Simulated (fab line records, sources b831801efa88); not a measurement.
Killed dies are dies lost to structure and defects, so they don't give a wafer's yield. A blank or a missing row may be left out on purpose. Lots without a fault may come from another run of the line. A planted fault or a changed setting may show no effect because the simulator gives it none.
fab line records | flow gf180mcu | part 1 of 2: steps 1 to 26 of 36
record lots=5 wafers=15 last_day=34
route steps=602 shown HV_LDD@183
lots that met no fault: from a run of the same line without faults
start_h: hours from the record's first day to the start of the lot's first wafer shown | wait_h: hours since the lot's step before | " the same as in the row above | L1.1+2: a row that stands for several wafers | - no value, or no start given | * or withheld: withheld | < > ~ a bound
route shown NAME@n: a module of which the file shows steps, and the number in the route of the first | usual: mean/standard deviation of fault-free wafers | same: alike in all rows | chamber/n: place in a boat | sites: the reading at each site | _std_site: their standard deviation | _edge_site: outer sites' mean less inner sites' | radius_mm: how far each site lies from the wafer's centre | mask NAME#n: copy n | behind: the tool/chamber that last shaped the wafer | hold: why the lot was held/for how many hours/how that ended | device: the transistor (n, p or np) that didn't switch | end of line: the same wafers' tests at the end of the route | a step without rows: its recipe alone | killed: dies lost to structure and defects at the first sort, not the wafer's yield | map: a wafer's dies, x killed, . not, _ none there
set.NAME: the setting as run; set.NAME@STEP: as run at that earlier step | model.NAME: the simulator's own value behind a step, which no gauge read
lots at some steps of the route; a table a step, a row a wafer
services: from which hour (start_h, from the record's first day; less than 0 if before it) a tool's chamber was out of use, for how many hours, and why
## steps
# step GF_HV_LDD_CD_MEAS_07
# recipe target_cd_nm=400
# usual cd_nm=399.6/2.3
# columns lot.wafer tool chamber start_h wait_h cd_nm
L081.1 cd_sem-02 - 273.54 0.1 397.5
L081.5 " - " " 399.1
L081.6 " - " " 399.0
L086.1 cd_sem-02 - 313.14 0.1 402.5
L086.3 " - " " 402.1
L086.6 " - " " 401.1
L092.2 cd_sem-01 - 356.25 0.1 399.3
L092.3 " - " " 400.5
L092.5 " - " " 399.4
L094.2 cd_sem-02 - 368.51 0.1 399.0
L094.4 " - " " 396.8
L094.6 " - " " 397.2
L097.1 cd_sem-02 - 392.59 0.1 395.5
L097.4 " - " " 398.1
L097.5 " - " " 397.7
# step GF_HV_LDD_OVL_MEAS_08
# usual HV_LDD_OVL=0.3/1.3
# columns lot.wafer tool chamber start_h wait_h HV_LDD_OVL[nm]
L081.1 overlay-01 - 273.66 0.1 -0.9
L081.5 " - " " -1.0
L081.6 " - " " -1.6
L086.1 overlay-02 - 313.26 0.1 1.3
L086.3 " - " " 1.3
L086.6 " - " " 0.3
L092.2 overlay-01 - 356.36 0.1 -0.6
L092.3 " - " " 0.0
L092.5 " - " " 0.3
L094.2 overlay-01 - 368.61 0.1 0.1
L094.4 " - " " 1.0
L094.6 " - " " 1.5
L097.1 overlay-01 - 392.71 0.1 0.5
L097.4 " - " " 0.6
L097.5 " - " " 0.6
# step GF_HV_LDD_IMPLANT_09
# recipe species=As energy_kev=40 dose_cm2=1e+14 tilt_deg=7
# usual end_station_pressure_torr=5.49e-06/2.4e-07
# columns lot.wafer tool chamber start_h wait_h end_station_pressure_torr
L081.1 implanter-01 0 273.70 0.0 5.53e-06
L081.5 " 0 " " 5.62e-06
L081.6 " 0 " " 5.79e-06
L086.1 implanter-02 0 313.30 0.0 5.43e-06
L086.3 " 0 " " 5.62e-06
L086.6 " 0 " " 5.28e-06
L092.2 implanter-01 0 356.41 0.0 5.58e-06
L092.3 " 0 " " 5.97e-06
L092.5 " 0 " " 5.49e-06
L094.2 implanter-02 0 368.67 0.0 5.3e-06
L094.4 " 0 " " 5.7e-06
L094.6 " 0 " " 5.61e-06
L097.1 implanter-01 0 392.75 0.0 5.48e-06
L097.4 " 0 " " 5.57e-06
L097.5 " 0 " " 5.9e-06
# step GF_HV_LDD_STRIP_10
# recipe chemistry=O2/N2 power_w=1400 pressure_mtorr=1500 platen_temp_c=250 o2_flow_sccm=3000 n2_flow_sccm=300 overash_fraction=0.5
# usual drypump_motor_current_A=5.8/0.51 heater_power_w=349/52 n2_flow_sccm=299.9/0.88 oes_product_au=0.716/0.0046 strip_time_to_endpoint_s=12.63/0.037
# columns lot.wafer tool chamber start_h wait_h drypump_motor_current_A heater_power_w n2_flow_sccm oes_product_au rf_hours_counter_h strip_time_to_endpoint_s
L081.1 plasma_asher-03 1 273.85 0.1 5.9 290 299.8 0.715 55 12.67
L081.5 " 1 " " 5.9 294 301.0 0.711 - 12.65
L081.6 " 0 " " 5.7 357 300.9 0.720 - 12.67
L086.1 plasma_asher-03 1 313.45 0.1 6.0 294 301.0 0.707 59 12.55
L086.3 " 0 " " 5.7 359 301.1 0.723 - 12.49
L086.6 " 1 " " 5.9 285 301.0 0.715 - 12.51
L092.2 plasma_asher-02 1 356.54 0.1 6.6 402 299.5 0.719 76 12.67
L092.3 " 1 " " 6.6 390 299.6 0.718 - 12.66
L092.5 " 0 " " 6.0 346 301.0 0.715 - 12.66
L094.2 plasma_asher-01 0 368.79 0.1 4.9 284 301.2 0.712 24 12.56
L094.4 " 1 " " 5.8 416 300.1 0.719 - 12.57
L094.6 " 1 " " 5.8 434 299.4 0.715 - 12.61
L097.1 plasma_asher-01 1 392.90 0.1 5.8 417 300.4 0.710 26 12.63
L097.4 " 1 " " 5.8 436 300.5 0.717 - 12.62
L097.5 " 1 " " 5.8 419 300.5 0.718 - 12.64
# step GF_HV_LDD_TW_MEAS_11
# usual HV_LDD_TW=2453/19
# columns lot.wafer tool chamber start_h wait_h HV_LDD_TW
L081.1 film_metro-03 - 273.95 0.1 2456
L081.5 " - " " 2467
L081.6 " - " " 2459
L086.1 film_metro-01 - 313.55 0.1 2482
L086.3 " - " " 2463
L086.6 " - " " 2470
L092.2 film_metro-01 - 356.65 0.1 2449
L092.3 " - " " 2446
L092.5 " - " " 2458
L094.2 film_metro-02 - 368.90 0.1 2446
L094.4 " - " " 2452
L094.6 " - " " 2448
L097.1 film_metro-01 - 393.00 0.1 2420
L097.4 " - " " 2427
L097.5 " - " " 2428
# step GF_HV_LDD_DEHYDRATE_12
# recipe temp_c=200 time_s=60
# usual plate_temp_C=200.02/0.17
# same time_s=60
# columns lot.wafer tool chamber start_h wait_h plate_temp_C
L081.1 litho_track-04 0 283.34 9.4 200.09
L081.5 " 0 " " 200.48
L081.6 " 0 " " 200.40
L086.1 litho_track-03 0 323.93 10.4 199.87
L086.3 " 0 " " 200.06
L086.6 " 0 " " 200.11
L092.2 litho_track-03 0 367.56 10.9 200.09
L092.3 " 0 " " 200.23
L092.5 " 0 " " 200.09
L094.2 litho_track-04 0 379.96 11.0 199.98
L094.4 " 0 " " 199.76
L094.6 " 0 " " 199.83
L097.1 litho_track-04 0 404.14 11.1 200.11
L097.4 " 0 " " 200.02
L097.5 " 0 " " 200.11
# step GF_HV_LDD_HMDS_13
# recipe prime_time_s=60 prime_temp_c=120
# same prime_time_s=60
# columns lot.wafer tool chamber start_h wait_h
L081.1+5+6 litho_track-04 0 283.49 0.1
L086.1+3+6 litho_track-03 0 324.08 0.1
L092.2+3+5 litho_track-03 0 367.71 0.1
L094.2+4+6 litho_track-04 0 380.11 0.1
L097.1+4+5 litho_track-04 0 404.29 0.1
# step GF_HV_LDD_COAT_14
# recipe resist=NOVOLAK spin_rpm=3000 resist_thk_nm=1000
# usual spin_speed_rpm=3000.1/1.9
# columns lot.wafer tool chamber start_h wait_h spin_speed_rpm
L081.1 litho_track-04 0 283.64 0.1 3000.6
L081.5 " 0 " " 3002.4
L081.6 " 0 " " 3001.7
L086.1 litho_track-03 0 324.23 0.1 3000.9
L086.3 " 0 " " 3002.2
L086.6 " 0 " " 3001.3
L092.2 litho_track-03 0 367.86 0.1 2999.8
L092.3 " 0 " " 3000.8
L092.5 " 0 " " 3000.0
L094.2 litho_track-04 0 380.26 0.1 2997.0
L094.4 " 0 " " 2995.7
L094.6 " 0 " " 2996.9
L097.1 litho_track-04 0 404.44 0.1 2997.3
L097.4 " 0 " " 3002.4
L097.5 " 0 " " 3002.9
# step GF_HV_LDD_SOFTBAKE_15
# recipe temp_c=90 time_s=60 resist=NOVOLAK
# usual plate_temp_C=90.01/0.13
# same time_s=60
# columns lot.wafer tool chamber start_h wait_h plate_temp_C
L081.1 litho_track-04 0 283.79 0.1 90.14
L081.5 " 0 " " 90.23
L081.6 " 0 " " 90.05
L086.1 litho_track-03 0 324.38 0.1 90.01
L086.3 " 0 " " 89.94
L086.6 " 0 " " 90.09
L092.2 litho_track-03 0 368.01 0.1 90.05
L092.3 " 0 " " 89.86
L092.5 " 0 " " 90.00
L094.2 litho_track-04 0 380.41 0.1 90.01
L094.4 " 0 " " 90.00
L094.6 " 0 " " 90.01
L097.1 litho_track-04 0 404.59 0.1 90.05
L097.4 " 0 " " 90.02
L097.5 " 0 " " 90.04
# step GF_HV_LDD_EXPOSE_16
# recipe mask_id=Pplus_LV_AREA target_cd_nm=400 na=0.6 source_shape=conventional sigma_outer=0.6 dose_mj=140
# usual stage_vel_mm_s=500.02/0.26
# same na=0.6
# columns lot.wafer tool chamber start_h wait_h mask stage_vel_mm_s
L081.1 iline_stepper-01 0 - - Pplus_LV_AREA#0 500.06
L081.5 " 0 " " Pplus_LV_AREA#0 500.25
L081.6 " 0 " " Pplus_LV_AREA#0 499.57
L086.1 iline_stepper-01 0 - - Pplus_LV_AREA#0 500.08
L086.3 " 0 " " Pplus_LV_AREA#0 500.05
L086.6 " 0 " " Pplus_LV_AREA#0 499.88
L092.2 iline_stepper-01 0 - - Pplus_LV_AREA#0 499.90
L092.3 " 0 " " Pplus_LV_AREA#0 500.39
L092.5 " 0 " " Pplus_LV_AREA#0 500.24
L094.2 iline_stepper-01 0 - - Pplus_LV_AREA#0 499.91
L094.4 " 0 " " Pplus_LV_AREA#0 499.94
L094.6 " 0 " " Pplus_LV_AREA#0 500.42
L097.1 iline_stepper-01 0 - - Pplus_LV_AREA#0 499.93
L097.4 " 0 " " Pplus_LV_AREA#0 500.43
L097.5 " 0 " " Pplus_LV_AREA#0 499.97
# step GF_HV_LDD_PEB_17
# recipe temp_c=withheld time_s=* resist=NOVOLAK
# same time_s=*
# columns lot.wafer tool chamber start_h wait_h
L081.1+5+6 litho_track-03 0 - -
L086.1+3+6 litho_track-01 0 - -
L092.2+3+5 litho_track-04 0 - -
L094.2+4+6 litho_track-01 0 - -
L097.1+4+5 litho_track-04 0 - -
# step GF_HV_LDD_DEVELOP_18
# recipe develop_time_s=60 dev_temp_c=23
# columns lot.wafer tool chamber start_h wait_h
L081.1+5+6 litho_track-03 0 294.28 0.1
L086.1+3+6 litho_track-01 0 334.89 0.1
L092.2+3+5 litho_track-04 0 379.16 0.1
L094.2+4+6 litho_track-01 0 391.52 0.1
L097.1+4+5 litho_track-04 0 415.99 0.1
# step GF_HV_LDD_CD_MEAS_19
# recipe target_cd_nm=400
# usual cd_nm=399.7/1.8
# columns lot.wafer tool chamber start_h wait_h cd_nm
L081.1 cd_sem-01 - 294.43 0.1 394.8
L081.5 " - " " 396.0
L081.6 " - " " 396.6
L086.1 cd_sem-01 - 335.04 0.1 401.5
L086.3 " - " " 397.6
L086.6 " - " " 397.4
L092.2 cd_sem-01 - 379.31 0.1 397.6
L092.3 " - " " 395.1
L092.5 " - " " 398.0
L094.2 cd_sem-02 - 391.66 0.1 400.3
L094.4 " - " " 400.3
L094.6 " - " " 401.3
L097.1 cd_sem-01 - 416.14 0.1 399.4
L097.4 " - " " 400.6
L097.5 " - " " 398.6
# step GF_HV_LDD_OVL_MEAS_20
# usual HV_LDD_01_OVL=-1.1/1.5
# columns lot.wafer tool chamber start_h wait_h HV_LDD_01_OVL[nm]
L081.1 overlay-01 - 294.55 0.1 -2.5
L081.5 " - " " -0.5
L081.6 " - " " 0.7
L086.1 overlay-02 - 335.16 0.1 -0.9
L086.3 " - " " -2.4
L086.6 " - " " 0.4
L092.2 overlay-01 - 379.41 0.1 -1.0
L092.3 " - " " -2.6
L092.5 " - " " -2.0
L094.2 overlay-02 - 391.77 0.1 0.9
L094.4 " - " " -1.0
L094.6 " - " " -1.8
L097.1 overlay-01 - 416.26 0.1 -0.7
L097.4 " - " " -0.5
L097.5 " - " " -0.4
# step GF_HV_LDD_IMPLANT_21
# recipe species=BF2 energy_kev=25 dose_cm2=5e+13 tilt_deg=7
# usual end_station_pressure_torr=5.23e-06/2.9e-07
# columns lot.wafer tool chamber start_h wait_h end_station_pressure_torr
L081.1 implanter-01 0 294.59 0.0 4.6e-06
L081.5 " 0 " " 5.29e-06
L081.6 " 0 " " 5.36e-06
L086.1 implanter-02 0 335.20 0.0 4.79e-06
L086.3 " 0 " " 5.23e-06
L086.6 " 0 " " 5.03e-06
L092.2 implanter-02 0 379.47 0.0 4.64e-06
L092.3 " 0 " " 5.49e-06
L092.5 " 0 " " 5.45e-06
L094.2 implanter-02 0 391.82 0.0 5.51e-06
L094.4 " 0 " " 5.62e-06
L094.6 " 0 " " 5.28e-06
L097.1 implanter-02 0 416.29 0.0 5.62e-06
L097.4 " 0 " " 4.88e-06
L097.5 " 0 " " 5.18e-06
# step GF_HV_LDD_STRIP_22
# recipe chemistry=O2/N2 power_w=1400 pressure_mtorr=1500 platen_temp_c=250 o2_flow_sccm=3000 n2_flow_sccm=300 overash_fraction=0.5
# usual drypump_motor_current_A=5.7/0.5 heater_power_w=349/53 n2_flow_sccm=299.9/0.93 oes_product_au=0.716/0.0046 strip_time_to_endpoint_s=12.64/0.034
# columns lot.wafer tool chamber start_h wait_h drypump_motor_current_A heater_power_w n2_flow_sccm oes_product_au rf_hours_counter_h strip_time_to_endpoint_s
L081.1 plasma_asher-03 0 294.74 0.1 5.7 354 301.2 0.712 57 12.64
L081.5 " 1 " " 5.9 288 299.4 0.714 - 12.65
L081.6 " 0 " " 5.7 359 301.1 0.723 - 12.66
L086.1 plasma_asher-02 1 335.35 0.1 6.6 402 299.6 0.709 73 12.65
L086.3 " 0 " " 6.0 343 299.6 0.710 - 12.69
L086.6 " 1 " " 6.6 398 299.3 0.723 - 12.67
L092.2 plasma_asher-01 1 379.59 0.1 5.8 410 301.5 0.715 25 12.64
L092.3 " 1 " " 5.8 424 300.1 0.716 - 12.66
L092.5 " 0 " " 4.9 291 300.2 0.711 - 12.65
L094.2 plasma_asher-02 1 391.95 0.1 6.6 394 300.4 0.716 80 12.64
L094.4 " 0 " " 6.0 346 298.1 0.714 - 12.62
L094.6 " 0 " " 6.0 343 299.2 0.719 - 12.68
L097.1 plasma_asher-01 0 416.44 0.1 4.9 287 297.8 0.711 28 12.64
L097.4 " 1 " " 5.8 418 299.3 0.726 - 12.60
L097.5 " 0 " " 4.9 285 301.2 0.717 - 12.66
# step GF_HV_LDD_TW_MEAS_23
# usual HV_LDD_2_TW=1077/6.7
# columns lot.wafer tool chamber start_h wait_h HV_LDD_2_TW
L081.1 film_metro-02 - 294.84 0.1 1067
L081.5 " - " " 1073
L081.6 " - " " 1070
L086.1 film_metro-01 - 335.45 0.1 1081
L086.3 " - " " 1084
L086.6 " - " " 1080
L092.2 film_metro-02 - 379.70 0.1 1074
L092.3 " - " " 1072
L092.5 " - " " 1072
L094.2 film_metro-02 - 392.06 0.1 1074
L094.4 " - " " 1072
L094.6 " - " " 1072
L097.1 film_metro-03 - 416.54 0.1 1063
L097.4 " - " " 1067
L097.5 " - " " 1064
# step GF_HV_LDD_DEHYDRATE_24
# recipe temp_c=200 time_s=60
# usual plate_temp_C=200.04/0.15
# same time_s=60
# columns lot.wafer tool chamber start_h wait_h plate_temp_C
L081.1 litho_track-03 0 304.93 10.1 200.07
L081.5 " 0 " " 199.77
L081.6 " 0 " " 199.99
L086.1 litho_track-04 0 346.09 10.6 200.07
L086.3 " 0 " " 199.93
L086.6 " 0 " " 199.92
L092.2 litho_track-01 0 390.42 10.7 199.76
L092.3 " 0 " " 199.73
L092.5 " 0 " " 199.94
L094.2 litho_track-01 0 403.47 11.4 200.10
L094.4 " 0 " " 200.28
L094.6 " 0 " " 199.95
L097.1 litho_track-01 0 428.54 12.0 200.15
L097.4 " 0 " " 200.12
L097.5 " 0 " " 199.92
# step GF_HV_LDD_HMDS_25
# recipe prime_time_s=60 prime_temp_c=120
# same prime_time_s=60
# columns lot.wafer tool chamber start_h wait_h
L081.1+5+6 litho_track-03 0 305.08 0.1
L086.1+3+6 litho_track-04 0 346.24 0.1
L092.2+3+5 litho_track-01 0 390.57 0.1
L094.2+4+6 litho_track-01 0 403.62 0.1
L097.1+4+5 litho_track-01 0 428.69 0.1
# step GF_HV_LDD_COAT_26
# recipe resist=NOVOLAK spin_rpm=3000 resist_thk_nm=1000
# usual spin_speed_rpm=2999.9/2.1
# columns lot.wafer tool chamber start_h wait_h spin_speed_rpm
L081.1 litho_track-03 0 305.23 0.1 3001.8
L081.5 " 0 " " 3001.3
L081.6 " 0 " " 3002.4
L086.1 litho_track-04 0 346.39 0.1 3001.9
L086.3 " 0 " " 2999.3
L086.6 " 0 " " 3004.4
L092.2 litho_track-01 0 390.72 0.1 3003.4
L092.3 " 0 " " 3000.7
L092.5 " 0 " " 2998.3
L094.2 litho_track-01 0 403.77 0.1 2995.9
L094.4 " 0 " " 2998.7
L094.6 " 0 " " 2997.5
L097.1 litho_track-01 0 428.84 0.1 2999.4
L097.4 " 0 " " 3000.7
L097.5 " 0 " " 3000.0
# step GF_HV_LDD_SOFTBAKE_27
# recipe temp_c=90 time_s=60 resist=NOVOLAK
# usual plate_temp_C=90.01/0.12
# same time_s=60
# columns lot.wafer tool chamber start_h wait_h plate_temp_C
L081.1 litho_track-03 0 305.38 0.1 89.95
L081.5 " 0 " " 89.92
L081.6 " 0 " " 90.09
L086.1 litho_track-04 0 346.54 0.1 89.88
L086.3 " 0 " " 89.83
L086.6 " 0 " " 89.85
L092.2 litho_track-01 0 390.87 0.1 89.91
L092.3 " 0 " " 89.88
L092.5 " 0 " " 89.85
L094.2 litho_track-01 0 403.92 0.1 90.25
L094.4 " 0 " " 90.22
L094.6 " 0 " " 90.23
L097.1 litho_track-01 0 428.99 0.1 90.07
L097.4 " 0 " " 90.29
L097.5 " 0 " " 90.11
# step GF_HV_LDD_EXPOSE_28
# recipe mask_id=Nplus_HV_AREA target_cd_nm=400 na=0.6 source_shape=conventional sigma_outer=0.6 dose_mj=140
# usual stage_vel_mm_s=500.01/0.28
# same na=0.6
# columns lot.wafer tool chamber start_h wait_h mask stage_vel_mm_s
L081.1 iline_stepper-01 0 - - Nplus_HV_AREA#0 500.60
L081.5 " 0 " " Nplus_HV_AREA#0 500.12
L081.6 " 0 " " Nplus_HV_AREA#0 499.96
L086.1 iline_stepper-01 0 - - Nplus_HV_AREA#0 499.95
L086.3 " 0 " " Nplus_HV_AREA#0 500.26
L086.6 " 0 " " Nplus_HV_AREA#0 500.36
L092.2 iline_stepper-01 0 - - Nplus_HV_AREA#0 500.03
L092.3 " 0 " " Nplus_HV_AREA#0 499.53
L092.5 " 0 " " Nplus_HV_AREA#0 500.09
L094.2 iline_stepper-02 0 - - Nplus_HV_AREA#0 500.39
L094.4 " 0 " " Nplus_HV_AREA#0 500.55
L094.6 " 0 " " Nplus_HV_AREA#0 500.21
L097.1 iline_stepper-02 0 - - Nplus_HV_AREA#0 500.11
L097.4 " 0 " " Nplus_HV_AREA#0 499.79
L097.5 " 0 " " Nplus_HV_AREA#0 500.37
# step GF_HV_LDD_PEB_29
# recipe temp_c=withheld time_s=* resist=NOVOLAK
# same time_s=*
# columns lot.wafer tool chamber start_h wait_h
L081.1+5+6 litho_track-01 0 - -
L086.1+3+6 litho_track-01 0 - -
L092.2+3+5 litho_track-03 0 - -
L094.2+4+6 litho_track-04 0 - -
L097.1+4+5 litho_track-04 0 - -
# step GF_HV_LDD_DEVELOP_30
# recipe develop_time_s=60 dev_temp_c=23
# columns lot.wafer tool chamber start_h wait_h
L081.1+5+6 litho_track-01 0 315.99 0.1
L086.1+3+6 litho_track-01 0 357.64 0.1
L092.2+3+5 litho_track-03 0 402.46 0.1
L094.2+4+6 litho_track-04 0 415.71 0.1
L097.1+4+5 litho_track-04 0 440.59 0.1
# step GF_HV_LDD_CD_MEAS_31
# recipe target_cd_nm=400
# usual cd_nm=400.6/2
# columns lot.wafer tool chamber start_h wait_h cd_nm
L081.1 cd_sem-02 - 316.14 0.1 398.7
L081.5 " - " " 400.8
L081.6 " - " " 398.8
L086.1 cd_sem-01 - 357.79 0.1 401.8
L086.3 " - " " 402.7
L086.6 " - " " 401.3
L092.2 cd_sem-01 - 402.60 0.1 400.7
L092.3 " - " " 400.0
L092.5 " - " " 400.9
L094.2 cd_sem-02 - 415.86 0.1 400.6
L094.4 " - " " 401.3
L094.6 " - " " 403.0
L097.1 cd_sem-01 - 440.74 0.1 402.6
L097.4 " - " " 403.2
L097.5 " - " " 399.4
# step GF_HV_LDD_OVL_MEAS_32
# usual HV_LDD_02_OVL=0.4/1.4
# columns lot.wafer tool chamber start_h wait_h HV_LDD_02_OVL[nm]
L081.1 overlay-02 - 316.26 0.1 0.5
L081.5 " - " " 0.3
L081.6 " - " " 0.6
L086.1 overlay-02 - 357.91 0.1 0.3
L086.3 " - " " 0.5
L086.6 " - " " 0.4
L092.2 overlay-02 - 402.71 0.1 -0.6
L092.3 " - " " 0.6
L092.5 " - " " 0.1
L094.2 overlay-02 - 415.96 0.1 -0.2
L094.4 " - " " 1.9
L094.6 " - " " 3.2
L097.1 overlay-02 - 440.86 0.1 -0.4
L097.4 " - " " -0.5
L097.5 " - " " -1.2
